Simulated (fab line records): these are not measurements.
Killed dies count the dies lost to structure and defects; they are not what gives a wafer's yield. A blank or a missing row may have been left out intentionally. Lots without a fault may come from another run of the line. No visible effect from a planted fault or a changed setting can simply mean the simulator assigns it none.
A struck lot beside a sound one ; flow sky130 ; 18 steps out of a route of 708
Sound: wafers L658.2, L658.4, L658.5. Struck: wafer L665.4 (left out: L665.1, L665.5 of the same lot, which were not struck); the cause appears at the end.
Each step with rows lists, per side, the tool, then ch with its chambers, then its first start. Under that, the readings that differ: sound wafers ; struck wafers ; difference of the means ; sigmas: that difference in standard deviations of wafers without a fault.
alike: readings with means less than 2 such deviations apart, plus words and numbers identical on both sides. not compared: withheld readings, readings lacking a value on some wafer, bounds such as >300 that could conceal the same value, and numbers that have no deviation in the record and whose values overlap.
A row with sigmas, a row that says differs or no value, or rows on one side alone: a step with any of these is where the two part. Non-overlapping numbers with no deviation appear without sigmas and do not part them. A reading that every wafer of one side lacks parts them only if that side has two wafers or more.

SKY_VIA1_ETCH_15: etches SiO2 in C4F8/O2/Ar, stops on TiN, target depth 351 nm, time 54 s.
  sound on rie-diel-04 ch 1,3, day 36 11:55; struck on rie-diel-01 ch 3, day 38 14:05
  alike: bias-w, oes-product-au
  not compared: rf-hours-counter-h
SKY_VIA1_STRIP_16: strips in O2/N2.
  sound on plasma-asher-01 ch 0,1, day 36 11:57; struck on plasma-asher-01 ch 0, day 38 14:07
  alike: drypump-motor-current-A, oes-product-au, strip-time-to-endpoint-s
  not compared: rf-hours-counter-h
then, 4 steps without rows for these wafers: SKY_VIA1_STRIP_17 (strips in post etch residue remover, time 1200 s); SKY_VIA1_CLEAN_18 (cleans in IPA, time 180 s); SKY_VIA1_CLEAN_19 (cleans in O3/DIW); SKY_VIA1_SPUTTER_20 (material TiN, target thk 20 nm, time 80 s).
SKY_VIA1_CVD_21: deposits W, target thk 270 nm, time 80.902 s.
  sound on cvd-w-01 ch 0,1, day 36 12:39; struck on cvd-w-02 ch 1, day 38 14:47
  alike: heater-power-w, susceptor-temp-C
SKY_VIA1_RS_MEAS_22: the measuring method here is four-point-probe.
  sound on film-metro-01 at day 36 12:46; struck on film-metro-02 at day 38 14:53
  alike: VIA1_W_RS
SKY_VIA1_THK_MEAS_23: measures by xrf.
  sound on film-metro-01 at day 36 12:52; struck on film-metro-02 at day 38 15:00
  alike: VIA1_W_THK
then, 1 step without rows for these wafers: SKY_VIA1_CMP_24 (polishes, stops on SiO2, t overpolish 15 s, target thk 0 nm).
SKY_METAL2_SPUTTER_00: material Ti, target thk 15 nm, time 10 s.
  sound on pvd-sputter-02 at day 36 13:13; struck on pvd-sputter-02 at day 38 15:22
reading;sound;struck;difference;sigmas
cathode-dc-power-W (W);2999.9 2999.4 3000.1;3001.4;+1.6;+3
  alike: throttle-valve-pct
SKY_METAL2_SPUTTER_01: material TiN, target thk 20 nm, time 16.7 s.
  sound on pvd-sputter-02 at day 36 13:15; struck on pvd-sputter-02 at day 38 15:23
  alike: cathode-dc-power-W, throttle-valve-pct
SKY_METAL2_SPUTTER_02: material AlCu, target thk 250 nm, time 13.3 s.
  sound on pvd-sputter-02 at day 36 13:16; struck on pvd-sputter-02 at day 38 15:24
reading;sound;struck;difference;sigmas
model.AlCu_of_METAL2_SPUTTER_02.thk-nm (nm);247.9 248.7 247;234.8;-13.1;
  alike: cathode-dc-power-W, throttle-valve-pct
then, 2 steps without rows for these wafers: SKY_METAL2_SPUTTER_03 (material Ti, target thk 5 nm, time 3.3 s); SKY_METAL2_SPUTTER_04 (material TiN, target thk 70 nm, time 58.3 s).
SKY_METAL2_RS_MEAS_05: the measuring method here is four-point-probe.
  sound on film-metro-03 at day 36 13:23; struck on film-metro-01 at day 38 15:47
reading;sound;struck;difference;sigmas
METAL2_ALCU_RS (ohm/sq);0.1277 0.1271 0.1283;0.1353;+0.0076;+7
  not compared: hold
SKY_METAL2_THK_MEAS_06: measures by xrf.
  sound on film-metro-03 at day 36 13:29; struck on film-metro-01 at day 38 17:37
reading;sound;struck;difference;sigmas
METAL2_ALCU_THK (nm);248.9 247.7 247.8;236.6;-11.5;-4
  not compared: hold
-- the record jumps here: 10 days lie between the struck wafers' starts before and after (it left off in module METAL2 and takes up again in module PAD_OPEN, whose first step shown is number 708 of the route) --
SKY_PAD_OPEN_PROBE_99:
  sound on prober-02 at day 47 18:20; struck on prober-01 at day 49 05:06
reading;sound;struck;difference;sigmas
killed-at-front-end;15 14 11;24;+11;+2
killed-on-rim;19 18 14;8;-9;-2
model.etest.met2.line-ohm-um;0.9288 0.9646 0.9363;0.9702;+0.0270;
model.etest.met2.rs-ohm-sq;0.1297 0.1299 0.1295;0.1382;+0.0085;
  alike: defect-limited-yield, killed_at_M0_to_M3, killed_at_M4_up, killed-at-contacts, killed-at-other, killed-dies, killed-open, killed-short, sort_bin_3_pad_short, sort_bin_5_function, sort_bin_6_memory, sort-n-pass, sort-yield-pct

## WHERE THEY PART
At SKY_METAL2_SPUTTER_00 first; at SKY_PAD_OPEN_PROBE_99 last (within this record only).

WHY: the cause the simulator had injected
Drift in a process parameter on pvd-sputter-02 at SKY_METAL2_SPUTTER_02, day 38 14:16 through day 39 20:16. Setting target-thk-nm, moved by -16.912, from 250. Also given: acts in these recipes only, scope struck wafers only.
